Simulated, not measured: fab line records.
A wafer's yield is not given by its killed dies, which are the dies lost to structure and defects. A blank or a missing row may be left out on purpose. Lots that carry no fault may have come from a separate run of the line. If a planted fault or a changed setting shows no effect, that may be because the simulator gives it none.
Which tool did it? | flow sky130 | 72 wafers from 24 lots sampled at 6 of the route's 708 steps

== WHAT THE GAUGES READ, wafer by wafer ==
SKY_FIELD_ISO_THK_MEAS_04.
lot  | measured    | on            | FIELD_ISO_CVD_03_THK (nm)
L074 | day 1 16:05 | film-metro-02 | 164.3 164.4 163.9
L075 | day 1 19:21 | film-metro-01 | 163.4 163.6 163.8
L076 | day 2 00:04 | film-metro-02 | 166.0 166.4 166.0
L077 | day 2 05:40 | film-metro-02 | 164.1 164.7 165.0
L078 | day 2 10:46 | film-metro-02 | 166.4 165.9 165.5
L079 | day 2 14:29 | film-metro-01 | 165.4 164.9 166.1
L080 | day 2 20:13 | film-metro-04 | 164.3 165.3 164.3
L081 | day 3 00:31 | film-metro-02 | 165.1 164.9 165.8
L082 | day 3 05:46 | film-metro-01 | 166.4 165.8 166.5
L083 | day 3 11:19 | film-metro-04 | 167.7 167.5 167.2
L084 | day 3 17:59 | film-metro-02 | 164.7 165.0 164.0
L085 | day 3 23:41 | film-metro-02 | 167.3 164.6 166.6
L086 | day 4 02:31 | film-metro-01 | 165.3 164.3 162.4
L087 | day 4 06:29 | film-metro-04 | 165.4 165.2 163.9
L088 | day 4 14:08 | film-metro-02 | 166.6 166.6 169.0
L089 | day 4 18:29 | film-metro-04 | 163.4 166.4 165.9
L090 | day 4 22:13 | film-metro-04 | 164.8 165.3 164.4
L091 | day 5 03:48 | film-metro-01 | 165.1 166.4 166.4
L092 | day 5 08:27 | film-metro-02 | 166.6 166.6 166.7
L093 | day 5 13:23 | film-metro-04 | 168.3 169.1 169.0
L094 | day 5 18:01 | film-metro-02 | 167.4 168.9 166.5
L095 | day 5 22:29 | film-metro-02 | 165.3 166.2 166.8
L096 | day 6 04:38 | film-metro-01 | 164.8 165.8 166.1
L097 | day 6 08:31 | film-metro-01 | 167.2 166.4 168.0

SKY_NWELL_OVL_MEAS_10.
lot  | measured     | on         | NWELL_00_OVL (nm)
L074 | day 4 13:28  | overlay-01 | 1.0 1.4 -0.9
L075 | day 4 19:10  | overlay-02 | 0.9 2.0 -0.5
L076 | day 5 00:19  | overlay-01 | 2.6 3.0 3.4
L077 | day 5 04:13  | overlay-02 | -1.0 0.9 3.0
L078 | day 5 11:58  | overlay-01 | 0.5 -1.1 0.5
L079 | day 5 15:43  | overlay-02 | -2.0 1.8 2.1
L080 | day 6 03:10  | overlay-01 | 2.8 1.6 1.2
L081 | day 6 13:11  | overlay-01 | 0.6 0.9 0.7
L082 | day 6 16:34  | overlay-02 | 2.3 2.5 2.9
L083 | day 6 20:01  | overlay-02 | 6.0 6.6 2.0
L084 | day 7 04:13  | overlay-01 | 3.0 2.4 4.3
L085 | day 7 04:31  | overlay-01 | -0.6 0.8 -0.5
L086 | day 7 15:07  | overlay-02 | 0.6 2.5 3.2
L087 | day 7 15:58  | overlay-01 | 2.1 2.4 -0.3
L088 | day 7 20:37  | overlay-02 | 0.2 -1.9 0.7
L089 | day 8 05:34  | overlay-01 | 3.8 0.8 1.8
L090 | day 8 06:16  | overlay-02 | 2.8 1.4 1.7
L091 | day 8 11:28  | overlay-02 | 2.8 1.9 2.0
L092 | day 8 18:23  | overlay-01 | 3.0 2.5 0.6
L093 | day 9 06:07  | overlay-01 | 2.0 2.4 2.6
L094 | day 9 22:28  | overlay-01 | 0.0 -0.3 4.1
L095 | day 10 03:19 | overlay-01 | 3.1 3.5 2.8
L096 | day 10 02:58 | overlay-01 | 0.9 -0.1 2.0
L097 | day 10 11:11 | overlay-01 | 2.4 2.6 2.9

SKY_GATE_OXIDE_TW_MEAS_14.
lot  | measured     | on            | GATE_OXIDE_TW
L074 | day 13 15:04 | film-metro-04 | 223.2 224.4 224.5
L075 | day 13 23:52 | film-metro-01 | 225.3 226.9 225.7
L076 | day 14 09:36 | film-metro-04 | 225.4 225.7 224.4
L077 | day 14 15:43 | film-metro-04 | 225.3 223.4 224.0
L078 | day 15 03:28 | film-metro-03 | 224.7 227.2 225.8
L079 | day 15 08:41 | film-metro-03 | 224.8 225.6 225.4
L080 | day 16 00:31 | film-metro-01 | 224.4 224.4 226.4
L081 | day 16 14:53 | film-metro-03 | 224.6 223.8 223.4
L082 | day 16 21:19 | film-metro-03 | 224.3 225.2 223.8
L083 | day 17 02:03 | film-metro-01 | 223.9 223.0 224.4
L084 | day 17 12:46 | film-metro-01 | 223.5 225.0 224.9
L085 | day 17 17:15 | film-metro-04 | 224.0 224.9 224.0
L086 | day 18 07:00 | film-metro-03 | 225.4 226.3 226.2
L087 | day 18 08:13 | film-metro-04 | 224.8 224.4 226.1
L088 | day 18 20:01 | film-metro-04 | 224.7 224.7 225.3
L089 | day 19 09:20 | film-metro-01 | 224.9 225.3 225.1
L090 | day 19 08:30 | film-metro-03 | 225.8 227.3 225.1
L091 | day 19 18:43 | film-metro-01 | 225.3 224.8 226.2
L092 | day 20 02:41 | film-metro-04 | 225.7 225.6 225.3
L093 | day 20 21:28 | film-metro-01 | 225.2 225.2 225.6
L094 | day 21 16:40 | film-metro-03 | 224.9 225.4 223.8
L095 | day 22 02:30 | film-metro-01 | 224.2 223.7 223.8
L096 | day 22 03:03 | film-metro-04 | 224.4 224.9 224.3
L097 | day 22 11:26 | film-metro-01 | 224.1 223.8 224.2

SKY_POLY_GATE_CD_MEAS_22.
lot  | measured     | on        | cd-nm (nm)
L074 | day 16 06:05 | cd-sem-02 | 147.3 148.8 152.3
L075 | day 16 15:57 | cd-sem-01 | 149.3 146.6 149.7
L076 | day 17 04:27 | cd-sem-02 | 146.9 150.1 147.4
L077 | day 17 11:53 | cd-sem-01 | 147.0 152.9 149.0
L078 | day 17 19:57 | cd-sem-02 | 146.3 144.0 146.9
L079 | day 18 02:04 | cd-sem-02 | 148.7 149.9 147.0
L080 | day 18 19:58 | cd-sem-01 | 150.1 151.4 150.4
L081 | day 19 12:21 | cd-sem-02 | 151.8 151.4 151.6
L082 | day 19 17:31 | cd-sem-02 | 149.8 150.1 150.8
L083 | day 19 22:37 | cd-sem-01 | 147.8 146.5 150.4
L084 | day 20 12:33 | cd-sem-02 | 151.9 151.4 148.4
L085 | day 20 17:05 | cd-sem-02 | 146.5 145.3 148.3
L086 | day 21 04:31 | cd-sem-02 | 146.8 148.3 148.2
L087 | day 21 06:37 | cd-sem-02 | 149.0 149.9 149.6
L088 | day 21 19:38 | cd-sem-01 | 153.4 151.2 149.3
L089 | day 22 10:15 | cd-sem-02 | 152.4 150.9 147.7
L090 | day 22 06:37 | cd-sem-02 | 146.6 146.3 149.0
L091 | day 22 17:28 | cd-sem-01 | 150.7 151.0 148.3
L092 | day 23 00:17 | cd-sem-02 | 148.6 151.1 149.7
L093 | day 23 17:38 | cd-sem-02 | 148.9 147.1 150.0
L094 | day 24 11:40 | cd-sem-01 | 148.3 146.6 143.3
L095 | day 24 23:13 | cd-sem-02 | 148.4 149.6 145.5
L096 | day 25 00:20 | cd-sem-01 | 149.4 147.1 151.0
L097 | day 25 10:02 | cd-sem-02 | 148.8 146.3 149.3

SKY_LDD_HVP_TW_MEAS_10.
lot  | measured     | on            | LDD_HVP_TW
L074 | day 21 09:57 | film-metro-02 | 460.1 456.5 455.6
L075 | day 21 18:46 | film-metro-02 | 454.5 455.7 454.5
L076 | day 22 08:57 | film-metro-01 | 458.0 456.7 455.5
L077 | day 22 18:41 | film-metro-03 | 454.9 454.2 453.8
L078 | day 22 23:33 | film-metro-02 | 455.0 453.9 457.1
L079 | day 23 10:36 | film-metro-01 | 457.8 457.6 456.9
L080 | day 24 02:01 | film-metro-02 | 456.2 457.3 459.8
L081 | day 24 18:55 | film-metro-01 | 458.3 458.4 458.3
L082 | day 24 22:49 | film-metro-03 | 460.2 460.4 463.6
L083 | day 25 04:54 | film-metro-03 | 454.9 455.1 456.6
L084 | day 25 16:36 | film-metro-03 | 456.4 458.4 455.7
L085 | day 25 23:30 | film-metro-01 | 458.0 455.7 455.6
L086 | day 26 08:54 | film-metro-02 | 455.2 455.6 459.0
L087 | day 26 12:08 | film-metro-02 | 455.0 456.7 457.2
L088 | day 26 22:51 | film-metro-03 | 455.7 457.3 457.6
L089 | day 27 12:27 | film-metro-02 | 453.2 451.3 449.8
L090 | day 27 13:21 | film-metro-01 | 458.0 459.7 458.6
L091 | day 27 20:27 | film-metro-03 | 458.6 460.1 457.5
L092 | day 28 01:43 | film-metro-02 | 455.7 459.7 456.6
L093 | day 28 16:40 | film-metro-01 | 454.0 456.1 455.7
L094 | day 29 10:51 | film-metro-02 | 456.7 456.0 457.3
L095 | day 29 21:03 | film-metro-03 | 458.2 458.1 456.6
L096 | day 29 22:09 | film-metro-01 | 456.9 458.9 455.3
L097 | day 30 07:40 | film-metro-01 | 458.1 456.3 456.2

SKY_SPACER_THK_MEAS_01.
lot  | measured     | on            | SPACER_CVD_00_THK (nm)
L074 | day 22 22:56 | film-metro-03 | 42.7 43.1 42.9
L075 | day 23 04:45 | film-metro-03 | 43.3 43.4 43.2
L076 | day 23 17:40 | film-metro-01 | 43.1 43.2 43.3
L077 | day 24 04:26 | film-metro-01 | 42.8 43.0 42.8
L078 | day 24 08:25 | film-metro-04 | 42.3 42.5 42.6
L079 | day 24 19:29 | film-metro-01 | 42.7 42.7 43.1
L080 | day 25 11:03 | film-metro-04 | 43.1 43.1 43.1
L081 | day 26 02:47 | film-metro-04 | 42.8 42.2 42.4
L082 | day 26 07:57 | film-metro-03 | 42.7 42.6 42.5
L083 | day 26 12:43 | film-metro-01 | 42.7 42.8 42.6
L084 | day 26 23:55 | film-metro-01 | 42.6 42.7 42.6
L085 | day 27 05:46 | film-metro-01 | 43.3 43.7 43.2
L086 | day 27 15:55 | film-metro-04 | 42.8 42.9 43.5
L087 | day 27 19:16 | film-metro-03 | 43.3 43.5 43.0
L088 | day 28 05:41 | film-metro-01 | 43.4 43.3 43.3
L089 | day 28 19:38 | film-metro-01 | 43.5 43.2 43.9
L090 | day 28 22:11 | film-metro-03 | 43.0 43.4 43.2
L091 | day 29 04:33 | film-metro-04 | 43.1 43.1 43.1
L092 | day 29 09:16 | film-metro-03 | 42.5 42.5 42.5
L093 | day 29 23:58 | film-metro-03 | 43.0 43.2 42.9
L094 | day 30 17:07 | film-metro-01 | 43.1 43.5 43.3
L095 | day 31 03:44 | film-metro-04 | 43.4 43.0 42.8
L096 | day 31 05:32 | film-metro-01 | 43.2 42.9 42.9
L097 | day 31 13:48 | film-metro-01 | 43.7 43.8 43.5

== WHICH TOOL RAN EACH LOT (tool, then ch and the chambers of the sampled wafers, then the start) ==
Record: no process step prior to these readings.

== AS READ BY THE TOOLS THEMSELVES (means over the sampled wafers that have a number; for cases with no such wafer, the mark the record gives instead) ==
The record holds no such reading with a usual standard deviation.

== THE ANSWER, worked out from the rows above alone ==
Rule: the usual values come from the lots themselves. Put in order of their means at a reading, lots are off if they are a third of the lots or fewer, leave a main group of 4 or more, and stand apart from it by a gap of 3 or more times the standard deviation of the main group's means; of several such gaps the widest counts. A main group is skipped when, at the precision printed for the reading in the tables above, its means are all equal. A lot without any number at a reading at which 4 lots or more have one is off too. Where the step has rows for the other lots, those lots are counted as sound. After the gauges, taken in route order, come the tools' own readings; for these a lot's mean is taken, as printed above. At the first step where some lot is off, the reading lying furthest off is the one used; lots without a number count as furthest.
No lot is off at any reading shown: from this, nothing can be told.

== WHAT THE SIMULATOR HAD INSERTED ==
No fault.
